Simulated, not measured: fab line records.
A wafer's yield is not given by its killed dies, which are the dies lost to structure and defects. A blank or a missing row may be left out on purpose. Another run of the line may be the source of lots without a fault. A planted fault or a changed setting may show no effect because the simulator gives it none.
What tool caused it? / flow sky130 / 39 wafers from 13 lots sampled at 4 of the route's 708 steps

== WHAT THE GAUGES READ, wafer by wafer ==
SKY_VT_ADJUST_PCH_OVL_MEAS_07.
lot=L138; measured=day 10 20:30; on=overlay-01; VT_ADJUST_PCH_OVL (nm)=-0.4 -1.4 0.4
lot=L140; measured=day 11 00:52; on=overlay-01; VT_ADJUST_PCH_OVL (nm)=-4.1 -3.2 -4.4
lot=L141; measured=day 11 09:15; on=overlay-01; VT_ADJUST_PCH_OVL (nm)=0.7 -2.0 -0.8
lot=L142; measured=day 12 00:07; on=overlay-01; VT_ADJUST_PCH_OVL (nm)=-0.1 -0.5 -0.9
lot=L143; measured=day 12 02:57; on=overlay-01; VT_ADJUST_PCH_OVL (nm)=-3.5 -1.5 0.8
lot=L146; measured=day 12 22:58; on=overlay-01; VT_ADJUST_PCH_OVL (nm)=-0.6 0.9 0.4
lot=L147; measured=day 13 07:27; on=overlay-01; VT_ADJUST_PCH_OVL (nm)=0.1 0.2 0.0
lot=L148; measured=day 13 12:31; on=overlay-02; VT_ADJUST_PCH_OVL (nm)=-1.2 0.1 0.7
lot=L151; measured=day 14 18:46; on=overlay-02; VT_ADJUST_PCH_OVL (nm)=1.2 2.5 1.9
lot=L152; measured=day 14 23:29; on=overlay-01; VT_ADJUST_PCH_OVL (nm)=-1.9 -1.9 -2.4
lot=L156; measured=day 16 04:37; on=overlay-01; VT_ADJUST_PCH_OVL (nm)=0.6 -0.5 0.3
lot=L158; measured=day 16 18:20; on=overlay-01; VT_ADJUST_PCH_OVL (nm)=-3.7 -3.0 -2.3
lot=L161; measured=day 18 04:24; on=overlay-02; VT_ADJUST_PCH_OVL (nm)=-0.5 -1.7 -1.1

SKY_VT_ADJUST_PCH_TW_MEAS_10.
lot=L138; measured=day 10 20:47; on=film-metro-03; VT_ADJUST_PCH_TW=144.2 144.1 144.7
lot=L140; measured=day 11 01:10; on=film-metro-01; VT_ADJUST_PCH_TW=139.7 139.0 139.9
lot=L141; measured=day 11 09:32; on=film-metro-03; VT_ADJUST_PCH_TW=144.7 144.6 144.6
lot=L142; measured=day 12 00:24; on=film-metro-03; VT_ADJUST_PCH_TW=143.5 143.2 144.5
lot=L143; measured=day 12 03:14; on=film-metro-01; VT_ADJUST_PCH_TW=142.0 141.1 141.5
lot=L146; measured=day 12 23:15; on=film-metro-01; VT_ADJUST_PCH_TW=141.8 141.2 141.2
lot=L147; measured=day 13 07:44; on=film-metro-01; VT_ADJUST_PCH_TW=141.0 141.3 141.2
lot=L148; measured=day 13 12:49; on=film-metro-01; VT_ADJUST_PCH_TW=140.8 141.2 140.5
lot=L151; measured=day 14 19:03; on=film-metro-03; VT_ADJUST_PCH_TW=143.7 144.0 144.9
lot=L152; measured=day 14 23:46; on=film-metro-01; VT_ADJUST_PCH_TW=102.2 102.6 101.9
lot=L156; measured=day 16 04:55; on=film-metro-03; VT_ADJUST_PCH_TW=143.6 143.9 144.4
lot=L158; measured=day 16 18:38; on=film-metro-04; VT_ADJUST_PCH_TW=104.4 104.5 104.0
lot=L161; measured=day 18 04:41; on=film-metro-04; VT_ADJUST_PCH_TW=145.4 146.1 145.9

SKY_VIA1_CD_MEAS_12: the cd target is 150 nm.
lot=L138; measured=day 34 16:22; on=cd-sem-02; cd-nm (nm)=147.7 148.0 148.4
lot=L140; measured=day 35 00:10; on=cd-sem-01; cd-nm (nm)=149.9 153.7 153.3
lot=L141; measured=day 35 04:56; on=cd-sem-02; cd-nm (nm)=152.7 152.4 151.3
lot=L142; measured=day 35 17:37; on=cd-sem-02; cd-nm (nm)=149.9 148.9 148.0
lot=L143; measured=day 35 18:37; on=cd-sem-02; cd-nm (nm)=151.0 151.4 149.6
lot=L146; measured=day 36 18:29; on=cd-sem-01; cd-nm (nm)=147.3 149.3 150.4
lot=L147; measured=day 37 16:10; on=cd-sem-02; cd-nm (nm)=150.1 149.8 149.1
lot=L148; measured=day 37 17:26; on=cd-sem-02; cd-nm (nm)=148.8 151.0 150.5
lot=L151; measured=day 38 14:17; on=cd-sem-02; cd-nm (nm)=150.0 149.4 147.5
lot=L152; measured=day 38 16:59; on=cd-sem-02; cd-nm (nm)=149.6 149.7 149.3
lot=L156; measured=day 39 18:23; on=cd-sem-02; cd-nm (nm)=151.2 151.3 151.7
lot=L158; measured=day 40 07:26; on=cd-sem-01; cd-nm (nm)=150.4 149.6 150.4
lot=L161; measured=day 41 09:35; on=cd-sem-01; cd-nm (nm)=150.2 151.3 152.0

== EACH LOT AND THE TOOL THAT RAN IT (in order: tool; ch and the chambers of the sampled wafers; start) ==
lot=L138; SKY_VT_ADJUST_PCH_IMPLANT_08=implanter-02 ch 0, day 10 20:32
lot=L140; SKY_VT_ADJUST_PCH_IMPLANT_08=implanter-03 ch 0, day 11 00:55
lot=L141; SKY_VT_ADJUST_PCH_IMPLANT_08=implanter-03 ch 0, day 11 09:17
lot=L142; SKY_VT_ADJUST_PCH_IMPLANT_08=implanter-04 ch 0, day 12 00:10
lot=L143; SKY_VT_ADJUST_PCH_IMPLANT_08=implanter-02 ch 0, day 12 03:00
lot=L146; SKY_VT_ADJUST_PCH_IMPLANT_08=implanter-03 ch 0, day 12 23:01
lot=L147; SKY_VT_ADJUST_PCH_IMPLANT_08=implanter-02 ch 0, day 13 07:29
lot=L148; SKY_VT_ADJUST_PCH_IMPLANT_08=implanter-03 ch 0, day 13 12:34
lot=L151; SKY_VT_ADJUST_PCH_IMPLANT_08=implanter-04 ch 0, day 14 18:49
lot=L152; SKY_VT_ADJUST_PCH_IMPLANT_08=implanter-04 ch 0, day 14 23:32
lot=L156; SKY_VT_ADJUST_PCH_IMPLANT_08=implanter-02 ch 0, day 16 04:40
lot=L158; SKY_VT_ADJUST_PCH_IMPLANT_08=implanter-04 ch 0, day 16 18:26
lot=L161; SKY_VT_ADJUST_PCH_IMPLANT_08=implanter-03 ch 0, day 18 04:26
- SKY_VT_ADJUST_PCH_IMPLANT_08

== AS READ BY THE TOOLS THEMSELVES (means over the sampled wafers that have a number; for cases with no such wafer, the mark the record gives instead) ==
SKY_VT_ADJUST_PCH_IMPLANT_08.
lot=L138; tool=implanter-02; beam-on-s (s)=10.06; dose-ions-cm2=5e+11; faraday-current-uA=2.81
lot=L140; tool=implanter-03; beam-on-s (s)=9.96; dose-ions-cm2=5e+11; faraday-current-uA=2.82
lot=L141; tool=implanter-03; beam-on-s (s)=10.01; dose-ions-cm2=5e+11; faraday-current-uA=2.82
lot=L142; tool=implanter-04; beam-on-s (s)=9.96; dose-ions-cm2=5e+11; faraday-current-uA=2.83
lot=L143; tool=implanter-02; beam-on-s (s)=9.79; dose-ions-cm2=5e+11; faraday-current-uA=2.87
lot=L146; tool=implanter-03; beam-on-s (s)=10.00; dose-ions-cm2=5e+11; faraday-current-uA=2.82
lot=L147; tool=implanter-02; beam-on-s (s)=9.92; dose-ions-cm2=5e+11; faraday-current-uA=2.84
lot=L148; tool=implanter-03; beam-on-s (s)=9.90; dose-ions-cm2=5e+11; faraday-current-uA=2.84
lot=L151; tool=implanter-04; beam-on-s (s)=10.09; dose-ions-cm2=5e+11; faraday-current-uA=2.80
lot=L152; tool=implanter-04; beam-on-s (s)=9.95; dose-ions-cm2=1e+11; faraday-current-uA=0.78
lot=L156; tool=implanter-02; beam-on-s (s)=9.93; dose-ions-cm2=5e+11; faraday-current-uA=2.85
lot=L158; tool=implanter-04; beam-on-s (s)=10.10; dose-ions-cm2=1e+11; faraday-current-uA=0.76
lot=L161; tool=implanter-03; beam-on-s (s)=9.94; dose-ions-cm2=5e+11; faraday-current-uA=2.83

== THE ANSWER, worked out from the rows above alone ==
Rule: usual is defined by the lots themselves. The widest of any qualifying gaps counts: lots, ordered by their means at a reading, are off when they make up no more than a third of the lots, leave a main group of 4 or more, and stand apart from it by 3 or more times the standard deviation of that group's means. A main group is skipped when, at the precision printed for the reading in the tables above, its means are all equal. Also off: a lot with no number at a reading for which 4 or more lots have one. The other lots that the step has rows for count as sound. After the gauges, taken in route order, come the tools' own readings; for these a lot's mean is taken, as printed above. At the first step where some lot is off, the reading lying furthest off is the one used; lots without a number count as furthest.
Off: at SKY_VT_ADJUST_PCH_TW_MEAS_10 (VT_ADJUST_PCH_TW), L152, L158. The main group: mean 142.8, standard deviation 1.9.
A tool fits if, at a process step before that reading, it ran every lot that is off, and no sound lot after the first of them. The gauges at SKY_VT_ADJUST_PCH_TW_MEAS_10 aren't tried: what is off there is off at SKY_VT_ADJUST_PCH_IMPLANT_08 too, on other tools, and a gauge's error can't cause that. One fits: implanter-04 at SKY_VT_ADJUST_PCH_IMPLANT_08. Its last sound lot is L151 (day 14 18:49), its first lot that is off L152 (day 14 23:32): a fault that began between those two fits.
The tool's own readings at SKY_VT_ADJUST_PCH_IMPLANT_08 bear it out: on the lots that are off they differ by more than 5 times the standard deviation of the sound lots' means. dose-ions-cm2 reads 1e+11 there against 5e+11 on the sound lots; faraday-current-uA reads 0.77 there against 2.83 on the sound lots.

== WHAT WAS PUT IN BY THE SIMULATOR ==
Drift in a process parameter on implanter-04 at SKY_VT_ADJUST_PCH_IMPLANT_08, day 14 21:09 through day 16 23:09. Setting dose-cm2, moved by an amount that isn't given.
Shown lots that were struck: L152, L158. The same result came from the rule above.
